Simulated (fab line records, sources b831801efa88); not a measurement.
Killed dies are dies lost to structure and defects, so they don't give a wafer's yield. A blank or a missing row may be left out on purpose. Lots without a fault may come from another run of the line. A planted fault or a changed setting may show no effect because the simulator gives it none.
fab line records | flow gf180mcu
record lots=5 wafers=15 last_day=32
route steps=602 shown STI@12 DNWELL@32 NWELL@42
lots that met no fault: from a run of the same line without faults
start_h: hours from the record's first day to the start of the lot's first wafer shown | wait_h: hours since the lot's step before | " the same as in the row above | L1.1+2: a row that stands for several wafers | - no value, or no start given | * or withheld: withheld | < > ~ a bound
route shown NAME@n: a module of which the file shows steps, and the number in the route of the first | usual: mean/standard deviation of fault-free wafers | same: alike in all rows | chamber/n: place in a boat | sites: the reading at each site | _std_site: their standard deviation | _edge_site: outer sites' mean less inner sites' | radius_mm: how far each site lies from the wafer's centre | mask NAME#n: copy n | behind: the tool/chamber that last shaped the wafer | hold: why the lot was held/for how many hours/how that ended | device: the transistor (n, p or np) that didn't switch | end of line: the same wafers' tests at the end of the route | a step without rows: its recipe alone | killed: dies lost to structure and defects at the first sort, not the wafer's yield | map: a wafer's dies, x killed, . not, _ none there
set.NAME: the setting as run; set.NAME@STEP: as run at that earlier step | model.NAME: the simulator's own value behind a step, which no gauge read
lots at some steps of the route; a table a step, a row a wafer
services: from which hour (start_h, from the record's first day; less than 0 if before it) a tool's chamber was out of use, for how many hours, and why
## steps
# step GF_STI_DEVELOP_11
# recipe develop_time_s=60 dev_temp_c=21
# columns lot.wafer tool chamber start_h wait_h
L077.1+4+6 litho_track-03 0 41.88 0.2
L081.1+4+6 litho_track-02 0 60.95 0.2
L082.1+4+5 litho_track-03 0 67.33 0.2
L086.1+2+5 litho_track-02 0 87.30 0.2
L087.1+4+6 litho_track-03 0 93.53 0.2
# step GF_STI_CD_MEAS_12
# recipe target_cd_nm=220
# usual cd_nm=220.0/1.2
# columns lot.wafer tool chamber start_h wait_h cd_nm
L077.1 cd_sem-01 - 42.03 0.1 218.6
L077.4 " - " " 219.5
L077.6 " - " " 220.6
L081.1 cd_sem-01 - 61.10 0.1 218.9
L081.4 " - " " 219.4
L081.6 " - " " 218.9
L082.1 cd_sem-01 - 67.48 0.1 220.6
L082.4 " - " " 220.1
L082.5 " - " " 219.8
L086.1 cd_sem-02 - 87.45 0.1 219.4
L086.2 " - " " 219.2
L086.5 " - " " 219.6
L087.1 cd_sem-02 - 93.68 0.1 221.3
L087.4 " - " " 220.2
L087.6 " - " " 220.7
# step GF_STI_ETCH_13
# recipe chemistry=CHF3/O2 stop_on=Si over_etch_frac=0.3 target_depth_a=2823.1 source_w=600 bias_w=200 pressure_mtorr=40 chf3_flow_sccm=50 O2_flow_sccm=5 time_s=112.9
# usual bias_w=200.0/0.63 drypump_motor_current_A=5.9/0.38 oes_product_au=0.832/0.0059 throttle_valve_pct=8.811/0.0093
# same over_etch_frac=0.3
# columns lot.wafer tool chamber start_h wait_h bias_w drypump_motor_current_A oes_product_au rf_hours_counter_h throttle_valve_pct
L077.1 rie_diel-03 1 42.15 0.1 199.9 5.9 0.834 6 8.799
L077.4 " 2 " " 199.8 5.3 0.828 63 8.817
L077.6 " 3 " " 200.0 6.0 0.830 - 8.809
L081.1 rie_diel-02 3 61.22 0.1 199.8 6.4 0.823 74 8.795
L081.4 " 0 " " 200.6 5.6 0.827 159 8.813
L081.6 " 3 " " 200.4 6.4 0.831 - 8.790
L082.1 rie_diel-03 3 67.60 0.1 201.1 6.0 0.819 109 8.803
L082.4 " 1 " " 199.6 5.8 0.826 7 8.805
L082.5 " 0 " " 199.6 6.5 0.821 - 8.815
L086.1 rie_diel-03 3 87.57 0.1 199.9 6.0 0.824 110 8.805
L086.2 " 0 " " 199.7 6.6 0.828 12 8.807
L086.5 " 2 " " 200.0 5.3 0.825 - 8.815
L087.1 rie_diel-04 0 93.80 0.1 199.5 5.5 0.833 85 8.809
L087.4 " 3 " " 199.0 5.7 0.837 - 8.813
L087.6 " 1 " " 200.8 5.7 0.838 - 8.796
# step GF_STI_ETCH_14
# recipe target=Si chemistry=HBr/Cl2/O2 target_depth_nm=360 icp_w=600 bias_w=150 pressure_mtorr=15 HBr_flow_sccm=150 Cl2_flow_sccm=40 O2_flow_sccm=6 time_s=102.9
# usual bias_w=149.9/0.41 drypump_motor_current_A=5.4/0.49 oes_product_au=0.999/0.0082 throttle_valve_pct=25.658/0.0095
# columns lot.wafer tool chamber start_h wait_h bias_w drypump_motor_current_A oes_product_au rf_hours_counter_h throttle_valve_pct
L077.1 rie_si-02 2 42.23 0.0 150.6 6.7 0.983 2 25.668
L077.4 " 1 " " 149.2 4.9 0.985 71 25.665
L077.6 " 0 " " 150.0 5.2 1.006 - 25.650
L081.1 rie_si-01 2 61.30 0.0 149.6 5.4 1.002 115 25.669
L081.4 " 3 " " 149.6 5.6 0.996 51 25.664
L081.6 " 0 " " 149.8 5.2 1.001 - 25.651
L082.1 rie_si-01 3 67.68 0.0 149.3 5.6 0.993 51 25.662
L082.4 " 1 " " 149.5 5.7 1.013 141 25.661
L082.5 " 3 " " 149.6 5.5 0.986 - 25.660
L086.1 rie_si-01 1 87.65 0.0 150.0 5.8 1.013 141 25.656
L086.2 " 0 " " 149.7 5.2 1.001 147 25.640
L086.5 " 2 " " 150.4 5.4 0.998 - 25.649
L087.1 rie_si-02 0 93.88 0.0 150.4 5.2 0.983 81 25.659
L087.4 " 2 " " 150.2 6.7 0.988 3 25.675
L087.6 " 0 " " 150.1 5.2 1.001 - 25.653
# step GF_STI_STRIP_15
# recipe chemistry=O2/N2 power_w=1400 pressure_mtorr=1500 platen_temp_c=250 o2_flow_sccm=3000 n2_flow_sccm=300 overash_fraction=0.5
# usual drypump_motor_current_A=5.6/0.58 heater_power_w=357/50 o2_flow_sccm=3001/8.3 oes_product_au=0.384/0.0047 strip_time_to_endpoint_s=3.72/0.041
# columns lot.wafer tool chamber start_h wait_h drypump_motor_current_A heater_power_w o2_flow_sccm oes_product_au rf_hours_counter_h strip_time_to_endpoint_s
L077.1 plasma_asher-01 1 42.30 0.0 6.0 315 2987 0.390 39 3.77
L077.4 " 0 " " 6.7 425 3013 0.392 - 3.77
L077.6 " 0 " " 6.6 410 3014 0.383 - 3.70
L081.1 plasma_asher-01 1 61.38 0.0 6.0 321 3006 0.392 41 3.73
L081.4 " 0 " " 6.7 427 2999 0.394 - 3.81
L081.6 " 1 " " 6.0 321 2995 0.374 - 3.74
L082.1 plasma_asher-01 0 67.75 0.0 6.6 414 3009 0.383 42 3.73
L082.4 " 0 " " 6.6 406 2991 0.388 - 3.70
L082.5 " 1 " " 6.0 318 2985 0.385 - 3.68
L086.1 plasma_asher-03 1 87.73 0.0 5.1 336 2983 0.381 39 3.71
L086.2 " 0 " " 5.4 360 2982 0.380 39 3.72
L086.5 " 1 " " 5.1 337 2985 0.381 - 3.73
L087.1 plasma_asher-04 1 93.95 0.0 5.2 429 2993 0.383 45 3.77
L087.4 " 0 " " 5.0 302 3013 0.383 - 3.68
L087.6 " 0 " " 5.0 294 2997 0.381 - 3.65
# step GF_STI_CLEAN_16
# recipe chemistry=dHF time_s=25 dilution=100:1
# columns lot.wafer tool chamber start_h wait_h
L077.1+4+6 wet_bench-04 1 42.40 0.1
L081.1+4+6 wet_bench-03 1 61.48 0.1
L082.1+4+5 wet_bench-01 2 67.85 0.1
L086.1+2+5 wet_bench-04 3 87.83 0.1
L087.1+4+6 wet_bench-01 0 94.05 0.1
# step GF_STI_WET_ETCH_17
# recipe chemistry=H3PO4 target_depth_nm=45 temp_c=160 target=Si3N4 time_s=514
# columns lot.wafer tool chamber start_h wait_h
L077.1+4+6 wet_bench-01 0 42.42 0.0
L081.1+4+6 wet_bench-04 1 61.49 0.0
L082.1+4+5 wet_bench-04 0 67.87 0.0
L086.1+2+5 wet_bench-01 1 87.84 0.0
L087.1+4+6 wet_bench-04 2 94.07 0.0
# step GF_STI_CLEAN_18
# recipe chemistry=SC1/SC2 mix=1:4:20 temp_c=70 time_s=150
# columns lot.wafer tool chamber start_h wait_h
L077.1+4+6 wet_bench-03 0 42.58 0.0
L081.1+4+6 wet_bench-01 1 61.64 0.0
L082.1+4+5 wet_bench-03 3 68.02 0.0
L086.1+2+5 wet_bench-03 1 88.01 0.0
L087.1+4+6 wet_bench-03 0 94.22 0.0
# step GF_STI_CLEAN_19
# recipe chemistry=dHF time_s=20 dilution=100:1
# columns lot.wafer tool chamber start_h wait_h
L077.1+4+6 wet_bench-04 3 42.63 0.0
L081.1+4+6 wet_bench-03 3 61.69 0.0
L082.1+4+5 wet_bench-01 0 68.07 0.0
L086.1+2+5 wet_bench-04 3 88.06 0.0
L087.1+4+6 wet_bench-04 2 94.27 0.0
# step GF_STI_WET_ETCH_20
# recipe chemistry=dHF dilution=100:1 target_depth_nm=20 temp_c=25 dry=ipa_marangoni target=SiO2 time_s=400
# columns lot.wafer tool chamber start_h wait_h
L077.1+4+6 wet_bench-01 0 42.64 0.0
L081.1+4+6 wet_bench-04 2 61.71 0.0
L082.1+4+5 wet_bench-04 1 68.09 0.0
L086.1+2+5 wet_bench-01 2 88.07 0.0
L087.1+4+6 wet_bench-01 0 94.29 0.0
# step GF_STI_OXIDATION_21
# recipe temp_c=1000 ambient=O2 stabilise_s=600 purge_s=300 target_thk_a=150 ox_time_s=458
# usual zone_power_top_pct=36.9/0.65 zone_power_upper_pct=21.9/0.44
# columns lot.wafer tool chamber start_h wait_h zone_power_top_pct zone_power_upper_pct
L077.1 furnace-01 0 42.77 0.0 36.1 22.7
L077.4 " 0 " " 36.0 22.5
L077.6 " 0 " " 36.9 22.4
L081.1 furnace-01 0 62.72 0.9 36.4 21.8
L081.4 " 0 " " 36.5 22.2
L081.6 " 0 " " 36.3 22.2
L082.1 furnace-02 0 68.21 0.0 37.5 21.7
L082.4 " 0 " " 37.8 21.5
L082.5 " 0 " " 37.3 21.6
L086.1 furnace-01 0 88.20 0.0 36.7 22.2
L086.2 " 0 " " 36.4 22.4
L086.5 " 0 " " 36.8 22.8
L087.1 furnace-01 0 94.42 0.0 36.4 22.6
L087.4 " 0 " " 36.9 22.3
L087.6 " 0 " " 36.4 22.2
# step GF_STI_THK_MEAS_22
# recipe reads=SiO2_of_STI_OXIDATION_21
# usual STI_OXIDATION_01_THK=15.02/0.24
# columns lot.wafer tool chamber start_h wait_h STI_OXIDATION_01_THK[nm]
L077.1 film_metro-03 - 43.90 0.0 14.85
L077.4 " - " " 14.94
L077.6 " - " " 15.13
L081.1 film_metro-02 - 63.85 0.0 15.52
L081.4 " - " " 15.37
L081.6 " - " " 15.32
L082.1 film_metro-03 - 69.35 0.0 15.27
L082.4 " - " " 15.05
L082.5 " - " " 15.24
L086.1 film_metro-02 - 89.33 0.0 15.20
L086.2 " - " " 15.09
L086.5 " - " " 15.05
L087.1 film_metro-02 - 95.54 0.0 14.62
L087.4 " - " " 14.95
L087.6 " - " " 14.84
# step GF_STI_CVD_23
# recipe material=SiO2 target_thk_nm=650 sigma_open_frac=0.3 time_s=108.3 temp_c=600 sih4_flow_sccm=60 pressure_mtorr=6
# columns lot.wafer tool chamber start_h wait_h
L077.1+4+6 hdpcvd-02 2,1,2 43.96 0.1
L081.1+4+6 hdpcvd-02 1,2,0 63.91 0.1
L082.1+4+5 hdpcvd-02 1,1,0 69.41 0.1
L086.1+2+5 hdpcvd-01 2,1,1 89.39 0.1
L087.1+4+6 hdpcvd-01 2,0,1 95.60 0.1
# step GF_STI_THK_MEAS_24
# recipe reads=SiO2_of_STI_CVD_23
# usual STI_CVD_23_THK=648/7.4
# columns lot.wafer tool chamber start_h wait_h STI_CVD_23_THK[nm]
L077.1 film_metro-02 - 44.06 0.1 652
L077.4 " - " " 642
L077.6 " - " " 652
L081.1 film_metro-03 - 63.99 0.0 643
L081.4 " - " " 652
L081.6 " - " " 652
L082.1 film_metro-03 - 69.49 0.0 643
L082.4 " - " " 641
L082.5 " - " " 651
L086.1 film_metro-01 - 89.46 0.0 654
L086.2 " - " " 650
L086.5 " - " " 646
L087.1 film_metro-01 - 95.68 0.0 652
L087.4 " - " " 644
L087.6 " - " " 639
# step GF_STI_CMP_25
# recipe stop_on=Si3N4 t_overpolish_s=33 down_force_psi=4 platen_rpm=60 target_thk_nm=524.6 pad_velocity_m_s=0.94248
# usual motor_current_A=11.6/1.3 overpolish_run_s=32.998/0.0095 slurry_flow_ml_min=150.0/0.44 time_to_endpoint_s=124/4.9
# columns lot.wafer tool chamber start_h wait_h motor_current_A overpolish_run_s slurry_flow_ml_min time_to_endpoint_s
L077.4 cmp-02 3 44.34 0.2 11.0 33.002 150.4 119
L077.1 " 1 " " 13.4 33.009 150.0 124
L077.6 " 0 " " 11.5 32.999 150.1 124
L081.1 cmp-01 3 64.05 0.1 10.0 33.006 150.2 122
L081.4 " 2 " " 12.2 32.987 150.5 134
L081.6 " 0 " " 9.9 33.017 149.8 118
L082.1 cmp-02 3 69.55 0.1 10.9 32.990 150.0 120
L082.4 " 0 " " 12.6 32.993 149.9 125
L082.5 " 0 " " 12.0 32.986 150.0 131
L086.1 cmp-01 0 89.62 0.1 9.9 33.006 149.7 120
L086.2 " 1 " " 12.9 32.991 150.3 120
L086.5 " 2 " " 12.4 33.008 150.5 129
L087.1 cmp-01 3 95.74 0.1 9.7 33.003 150.1 126
L087.4 " 2 " " 12.5 32.990 149.9 136
L087.6 " 3 " " 10.1 32.987 149.5 125
# step GF_STI_WET_ETCH_26
# recipe chemistry=dHF target_depth_nm=94 target=SiO2 temp_c=25 dilution=10:1 time_s=188
# columns lot.wafer tool chamber start_h wait_h
L077.1+4+6 wet_bench-04 3 44.64 0.1
L081.1+4+6 wet_bench-03 3 64.35 0.2
L082.1+4+5 wet_bench-03 3 69.85 0.2
L086.1+2+5 wet_bench-01 3 89.82 0.1
L087.1+4+6 wet_bench-04 0 96.04 0.2
# step GF_STI_WET_ETCH_27
# recipe chemistry=H3PO4 target_depth_nm=160 target=Si3N4 temp_c=160 time_s=1825
# columns lot.wafer tool chamber start_h wait_h
L077.1+4+6 wet_bench-03 1 44.70 0.0
L081.1+4+6 wet_bench-01 0 64.41 0.0
L082.1+4+5 wet_bench-01 2 69.91 0.0
L086.1+2+5 wet_bench-03 1 89.89 0.0
L087.1+4+6 wet_bench-03 0 96.10 0.0
# step GF_STI_WET_ETCH_28
# recipe chemistry=dHF target_depth_nm=20 dry=ipa_marangoni target=SiO2 temp_c=25 dilution=10:1 time_s=40
# columns lot.wafer tool chamber start_h wait_h
L077.1+4+6 wet_bench-01 0 45.21 0.0
L081.1+4+6 wet_bench-03 3 64.97 0.0
L082.1+4+5 wet_bench-04 1 70.52 0.0
L086.1+2+5 wet_bench-04 1 90.45 0.0
L087.1+4+6 wet_bench-01 2 96.66 0.0
# step GF_STI_OXIDATION_29
# recipe temp_c=900 ambient=O2 stabilise_s=600 purge_s=300 target_thk_a=100 ox_time_s=1418
# usual zone_power_top_pct=30.9/0.48 zone_power_upper_pct=17.2/0.35
# columns lot.wafer tool chamber start_h wait_h zone_power_top_pct zone_power_upper_pct
L077.1 furnace-02 0 45.24 0.0 31.2 16.8
L077.4 " 0 " " 31.1 17.2
L077.6 " 0 " " 31.7 16.9
L081.1 furnace-02 0 64.99 0.0 31.4 16.9
L081.4 " 0 " " 31.2 16.9
L081.6 " 0 " " 31.3 17.1
L082.1 furnace-01 0 71.51 1.0 30.6 17.6
L082.4 " 0 " " 30.4 17.5
L082.5 " 0 " " 30.4 17.8
L086.1 furnace-02 0 91.02 0.5 31.5 16.9
L086.2 " 0 " " 30.8 16.8
L086.5 " 0 " " 31.5 16.7
L087.1 furnace-02 0 97.76 1.1 31.0 16.9
L087.4 " 0 " " 31.4 16.8
L087.6 " 0 " " 31.4 17.1
# step GF_STI_THK_MEAS_30
# recipe reads=SiO2_of_STI_OXIDATION_29
# usual STI_OXIDATION_02_THK=9.94/0.16
# columns lot.wafer tool chamber start_h wait_h STI_OXIDATION_02_THK[nm]
L077.1 film_metro-02 - 46.63 0.0 9.83
L077.4 " - " " 9.96
L077.6 " - " " 10.05
L081.1 film_metro-02 - 66.38 0.0 9.86
L081.4 " - " " 9.92
L081.6 " - " " 9.92
L082.1 film_metro-03 - 72.91 0.0 10.19
L082.4 " - " " 10.18
L082.5 " - " " 10.05
L086.1 film_metro-02 - 92.41 0.0 9.92
L086.2 " - " " 9.78
L086.5 " - " " 9.82
L087.1 film_metro-03 - 99.16 0.0 9.73
L087.4 " - " " 9.71
L087.6 " - " " 9.91
# step GF_DNWELL_DEHYDRATE_00
# recipe temp_c=200 time_s=60
# columns lot.wafer tool chamber start_h wait_h
L077.1+4+6 litho_track-02 0 52.70 6.1
L081.1+4+6 litho_track-03 0 72.73 6.3
L082.1+4+5 litho_track-03 0 78.83 5.9
L086.1+2+5 litho_track-03 0 98.63 6.2
L087.1+4+6 litho_track-04 0 105.34 6.2
# step GF_DNWELL_HMDS_01
# recipe prime_time_s=60 prime_temp_c=120
# usual prime_temp_c=120.01/0.14
# columns lot.wafer tool chamber start_h wait_h prime_temp_c
L077.1 litho_track-02 0 52.85 0.1 120.11
L077.4 " 0 " " 120.05
L077.6 " 0 " " 120.22
L081.1 litho_track-03 0 72.88 0.1 119.98
L081.4 " 0 " " 119.98
L081.6 " 0 " " 119.93
L082.1 litho_track-03 0 78.98 0.1 119.87
L082.4 " 0 " " 119.95
L082.5 " 0 " " 120.02
L086.1 litho_track-03 0 98.78 0.1 120.21
L086.2 " 0 " " 120.16
L086.5 " 0 " " 120.20
L087.1 litho_track-04 0 105.49 0.1 119.89
L087.4 " 0 " " 120.02
L087.6 " 0 " " 120.19
# step GF_DNWELL_COAT_02
# recipe spin_rpm=2000 resist_thk_nm=3000
# columns lot.wafer tool chamber start_h wait_h
L077.1+4+6 litho_track-02 0 53.00 0.1
L081.1+4+6 litho_track-03 0 73.03 0.1
L082.1+4+5 litho_track-03 0 79.13 0.1
L086.1+2+5 litho_track-03 0 98.93 0.1
L087.1+4+6 litho_track-04 0 105.64 0.1
# step GF_DNWELL_SOFTBAKE_03
# recipe temp_c=110 time_s=withheld
# columns lot.wafer tool chamber start_h wait_h
L077.1+4+6 litho_track-02 0 53.15 0.1
L081.1+4+6 litho_track-03 0 73.18 0.1
L082.1+4+5 litho_track-03 0 79.28 0.1
L086.1+2+5 litho_track-03 0 99.08 0.1
L087.1+4+6 litho_track-04 0 105.79 0.1
# step GF_DNWELL_EXPOSE_04
# recipe mask_id=DNWELL target_cd_nm=1700 na=0.6 source_shape=conventional sigma_outer=0.6 dose_mj=260
# usual exposure_dose_mJ_cm2=260.04/0.26
# columns lot.wafer tool chamber start_h wait_h mask exposure_dose_mJ_cm2
L077.1 iline_stepper-01 0 - - DNWELL#0 260.39
L077.4 " 0 " " DNWELL#0 260.09
L077.6 " 0 " " DNWELL#0 260.46
L081.1 iline_stepper-01 0 - - DNWELL#0 260.02
L081.4 " 0 " " DNWELL#0 259.66
L081.6 " 0 " " DNWELL#0 259.76
L082.1 iline_stepper-01 0 - - DNWELL#0 259.92
L082.4 " 0 " " DNWELL#0 259.90
L082.5 " 0 " " DNWELL#0 260.25
L086.1 iline_stepper-02 0 - - DNWELL#0 259.91
L086.2 " 0 " " DNWELL#0 259.80
L086.5 " 0 " " DNWELL#0 260.16
L087.1 iline_stepper-01 0 - - DNWELL#0 260.07
L087.4 " 0 " " DNWELL#0 260.26
L087.6 " 0 " " DNWELL#0 260.15
# step GF_DNWELL_PEB_05
# recipe temp_c=115 time_s=withheld
# columns lot.wafer tool chamber start_h wait_h
L077.1+4+6 litho_track-04 0 - -
L081.1+4+6 litho_track-04 0 - -
L082.1+4+5 litho_track-04 0 - -
L086.1+2+5 litho_track-02 0 - -
L087.1+4+6 litho_track-02 0 - -
# step GF_DNWELL_DEVELOP_06
# recipe wall_angle_deg=90 develop_time_s=60 dev_temp_c=23
# columns lot.wafer tool chamber start_h wait_h
L077.1+4+6 litho_track-04 0 - -
L081.1+4+6 litho_track-04 0 - -
L082.1+4+5 litho_track-04 0 - -
L086.1+2+5 litho_track-02 0 - -
L087.1+4+6 litho_track-02 0 - -
# step GF_DNWELL_IMPLANT_07
# recipe species=P energy_kev=1500 dose_cm2=1e+13 tilt_deg=0
# columns lot.wafer tool chamber start_h wait_h
L077.1+4+6 implanter-02 0 59.29 -
L081.1+4+6 implanter-04 0 80.09 -
L082.1+4+5 implanter-01 0 86.04 -
L086.1+2+5 implanter-04 0 105.75 -
L087.1+4+6 implanter-01 0 113.55 -
# step GF_DNWELL_STRIP_08
# recipe chemistry=O2/N2 power_w=1400 pressure_mtorr=1500 platen_temp_c=250 o2_flow_sccm=3000 n2_flow_sccm=300 overash_fraction=0.5
# usual drypump_motor_current_A=5.4/0.33 heater_power_w=351/42 o2_flow_sccm=2999/9.2 oes_product_au=0.721/0.0044 strip_time_to_endpoint_s=36.93/0.078
# columns lot.wafer tool chamber start_h wait_h drypump_motor_current_A heater_power_w o2_flow_sccm oes_product_au rf_hours_counter_h strip_time_to_endpoint_s
L077.1 plasma_asher-03 1 59.44 0.1 5.1 335 3007 0.719 39 36.81
L077.4 " 1 " " 5.1 333 2987 0.727 - 36.96
L077.6 " 1 " " 5.1 332 2989 0.722 - 36.99
L081.1 plasma_asher-04 0 80.24 0.1 5.0 295 3005 0.715 44 36.98
L081.4 " 1 " " 5.2 416 3005 0.720 - 36.91
L081.6 " 1 " " 5.2 436 3008 0.715 - 36.86
L082.1 plasma_asher-02 0 86.19 0.1 5.9 366 3010 0.716 30 36.95
L082.4 " 0 " " 5.9 349 3001 0.721 - 37.00
L082.5 " 1 " " 5.7 337 2985 0.721 - 37.02
L086.1 plasma_asher-04 0 105.90 0.1 5.0 296 2987 0.718 47 36.98
L086.2 " 1 " " 5.2 440 2997 0.721 47 36.97
L086.5 " 1 " " 5.2 437 2999 0.724 - 36.94
L087.1 plasma_asher-02 0 113.70 0.1 5.9 365 3003 0.716 32 36.86
L087.4 " 0 " " 5.9 360 3010 0.728 - 36.88
L087.6 " 0 " " 5.9 362 3002 0.724 - 36.84
# step GF_DNWELL_TW_MEAS_09
# usual DNWELL_TW=1347/7.2
# columns lot.wafer tool chamber start_h wait_h DNWELL_TW
L077.1 film_metro-04 - 59.54 0.1 1345
L077.4 " - " " 1347
L077.6 " - " " 1350
L081.1 film_metro-04 - 80.34 0.1 1344
L081.4 " - " " 1355
L081.6 " - " " 1348
L082.1 film_metro-01 - 86.29 0.1 1346
L082.4 " - " " 1345
L082.5 " - " " 1343
L086.1 film_metro-04 - 106.00 0.1 1355
L086.2 " - " " 1358
L086.5 " - " " 1361
L087.1 film_metro-04 - 113.80 0.1 1343
L087.4 " - " " 1347
L087.6 " - " " 1339
# step GF_NWELL_DEHYDRATE_00
# recipe temp_c=200 time_s=60
# columns lot.wafer tool chamber start_h wait_h
L077.1+4+6 litho_track-04 0 65.29 5.7
L081.1+4+6 litho_track-02 0 86.45 6.1
L082.1+4+5 litho_track-04 0 92.99 6.7
L086.1+2+5 litho_track-04 0 112.64 6.6
L087.1+4+6 litho_track-02 0 119.85 6.0
# step GF_NWELL_HMDS_01
# recipe prime_time_s=60 prime_temp_c=120
# usual prime_temp_c=120.02/0.13
# columns lot.wafer tool chamber start_h wait_h prime_temp_c
L077.1 litho_track-04 0 65.44 0.1 120.15
L077.4 " 0 " " 120.21
L077.6 " 0 " " 120.02
L081.1 litho_track-02 0 86.60 0.1 120.08
L081.4 " 0 " " 119.88
L081.6 " 0 " " 120.06
L082.1 litho_track-04 0 93.14 0.1 120.07
L082.4 " 0 " " 119.93
L082.5 " 0 " " 120.13
L086.1 litho_track-04 0 112.79 0.1 119.72
L086.2 " 0 " " 119.71
L086.5 " 0 " " 119.87
L087.1 litho_track-02 0 120.00 0.1 119.89
L087.4 " 0 " " 119.77
L087.6 " 0 " " 119.73
# step GF_NWELL_COAT_02
# recipe spin_rpm=2000 resist_thk_nm=3000
# columns lot.wafer tool chamber start_h wait_h
L077.1+4+6 litho_track-04 0 65.59 0.1
L081.1+4+6 litho_track-02 0 86.75 0.1
L082.1+4+5 litho_track-04 0 93.29 0.1
L086.1+2+5 litho_track-04 0 112.94 0.1
L087.1+4+6 litho_track-02 0 120.15 0.1
# step GF_NWELL_SOFTBAKE_03
# recipe temp_c=110 time_s=withheld
# columns lot.wafer tool chamber start_h wait_h
L077.1+4+6 litho_track-04 0 65.74 0.1
L081.1+4+6 litho_track-02 0 86.90 0.1
L082.1+4+5 litho_track-04 0 93.44 0.1
L086.1+2+5 litho_track-04 0 113.09 0.1
L087.1+4+6 litho_track-02 0 120.30 0.1
# step GF_NWELL_EXPOSE_04
# recipe mask_id=Nwell target_cd_nm=860 na=0.6 source_shape=conventional sigma_outer=0.6 dose_mj=260
# usual exposure_dose_mJ_cm2=259.96/0.24
# columns lot.wafer tool chamber start_h wait_h mask exposure_dose_mJ_cm2
L077.1 iline_stepper-01 0 - - Nwell#0 260.02
L077.4 " 0 " " Nwell#0 260.18
L077.6 " 0 " " Nwell#0 259.90
L081.1 iline_stepper-02 0 - - Nwell#0 260.37
L081.4 " 0 " " Nwell#0 260.45
L081.6 " 0 " " Nwell#0 260.15
L082.1 iline_stepper-01 0 - - Nwell#0 260.08
L082.4 " 0 " " Nwell#0 259.79
L082.5 " 0 " " Nwell#0 260.08
L086.1 iline_stepper-02 0 - - Nwell#0 260.22
L086.2 " 0 " " Nwell#0 260.19
L086.5 " 0 " " Nwell#0 259.82
L087.1 iline_stepper-01 0 - - Nwell#0 260.15
L087.4 " 0 " " Nwell#0 259.59
L087.6 " 0 " " Nwell#0 259.74
# step GF_NWELL_PEB_05
# recipe temp_c=115 time_s=withheld
# columns lot.wafer tool chamber start_h wait_h
L077.1+4+6 litho_track-02 0 - -
L081.1+4+6 litho_track-04 0 - -
L082.1+4+5 litho_track-01 0 - -
L086.1+2+5 litho_track-01 0 - -
L087.1+4+6 litho_track-04 0 - -
# step GF_NWELL_DEVELOP_06
# recipe wall_angle_deg=90 develop_time_s=60 dev_temp_c=23
# columns lot.wafer tool chamber start_h wait_h
L077.1+4+6 litho_track-02 0 - -
L081.1+4+6 litho_track-04 0 - -
L082.1+4+5 litho_track-01 0 - -
L086.1+2+5 litho_track-01 0 - -
L087.1+4+6 litho_track-04 0 - -
# step GF_NWELL_OVL_MEAS_07
# usual NWELL_OVL=-0.3/1.1
# columns lot.wafer tool chamber start_h wait_h NWELL_OVL[nm]
L077.1 overlay-02 - 72.55 - -1.5
L077.4 " - " " -2.4
L077.6 " - " " -1.2
L081.1 overlay-01 - 94.29 - 0.8
L081.4 " - " " -0.9
L081.6 " - " " -0.2
L082.1 overlay-02 - 100.13 - -1.7
L082.4 " - " " -2.2
L082.5 " - " " -2.0
L086.1 overlay-01 - 119.73 - -0.4
L086.2 " - " " -1.0
L086.5 " - " " 0.7
L087.1 overlay-01 - 128.29 - -0.4
L087.4 " - " " -1.1
L087.6 " - " " -2.4
# step GF_NWELL_IMPLANT_08
# recipe species=P energy_kev=450 dose_cm2=1.5e+13 tilt_deg=0
# columns lot.wafer tool chamber start_h wait_h
L077.1+4+6 implanter-04 0 72.59 0.0
L081.1+4+6 implanter-01 0 94.33 0.0
L082.1+4+5 implanter-01 0 100.17 0.0
L086.1+2+5 implanter-01 0 119.77 0.0
L087.1+4+6 implanter-03 0 128.33 0.0
# step GF_NWELL_IMPLANT_09
# recipe species=P energy_kev=160 dose_cm2=4e+12 tilt_deg=0
# columns lot.wafer tool chamber start_h wait_h
L077.1+4+6 implanter-04 0 72.74 0.1
L081.1+4+6 implanter-01 0 94.48 0.1
L082.1+4+5 implanter-01 0 100.32 0.1
L086.1+2+5 implanter-01 0 119.92 0.1
L087.1+4+6 implanter-03 0 128.48 0.1
# step GF_NWELL_STRIP_10
# recipe chemistry=O2/N2 power_w=1400 pressure_mtorr=1500 platen_temp_c=250 o2_flow_sccm=3000 n2_flow_sccm=300 overash_fraction=0.5
# usual drypump_motor_current_A=5.9/0.53 heater_power_w=360/48 o2_flow_sccm=2999/8.3 oes_product_au=0.722/0.0043 strip_time_to_endpoint_s=36.93/0.098
# columns lot.wafer tool chamber start_h wait_h drypump_motor_current_A heater_power_w o2_flow_sccm oes_product_au rf_hours_counter_h strip_time_to_endpoint_s
L077.1 plasma_asher-02 0 72.89 0.1 6.0 370 3011 0.727 28 36.85
L077.4 " 0 " " 5.9 378 2996 0.721 - 36.95
L077.6 " 0 " " 5.9 358 2989 0.717 - 36.91
L081.1 plasma_asher-04 0 94.63 0.1 5.0 306 3006 0.717 45 36.90
L081.4 " 1 " " 5.2 434 3000 0.719 - 36.84
L081.6 " 0 " " 5.0 296 3003 0.721 - 36.87
L082.1 plasma_asher-04 0 100.47 0.1 5.0 285 2992 0.711 46 36.81
L082.4 " 1 " " 5.2 426 3004 0.726 - 36.80
L082.5 " 0 " " 5.0 296 2995 0.725 - 36.75
L086.1 plasma_asher-04 0 120.07 0.1 5.0 301 2992 0.725 49 36.90
L086.2 " 1 " " 5.2 436 3008 0.723 49 36.93
L086.5 " 1 " " 5.2 435 2994 0.726 - 36.85
L087.1 plasma_asher-01 1 128.63 0.1 6.0 316 3001 0.719 47 37.06
L087.4 " 0 " " 6.6 412 2984 0.718 - 36.90
L087.6 " 0 " " 6.7 410 2990 0.727 - 37.06
## services
# columns tool chamber start_h hours kind
plasma_asher-02 - 19.33 2.3 repair
cmp-02 - 19.41 4.3 pm
implanter-04 - 24.37 3.3 repair
implanter-01 - 27.51 1.9 repair
rie_si-01 - 29.21 0.5 repair
rie_si-02 - 29.21 0.1 repair
plasma_asher-04 - 34.13 1.9 repair
furnace-01 - 49.34 3.7 pm
furnace-02 - 53.94 3.3 pm
rie_si-02 1 54.51 6.8 repair
implanter-04 - 55.95 1.5 repair
plasma_asher-01 - 56.18 0.4 repair
plasma_asher-03 - 60.76 22.8 pm
cmp-02 - 64.00 4.0 pm
implanter-01 - 64.14 2.6 repair
implanter-03 - 72.51 4.2 repair
cmp-01 - 98.38 4.9 pm
hdpcvd-02 - 98.77 2.8 pm
implanter-01 - 103.44 7.4 repair
iline_stepper-01 - 112.72 1.7 pm
plasma_asher-01 - 112.94 14.6 pm
cmp-01 - 113.70 2.1 repair
implanter-04 - 114.42 19.8 repair
implanter-01 - 126.70 2.0 repair
## key
fault none
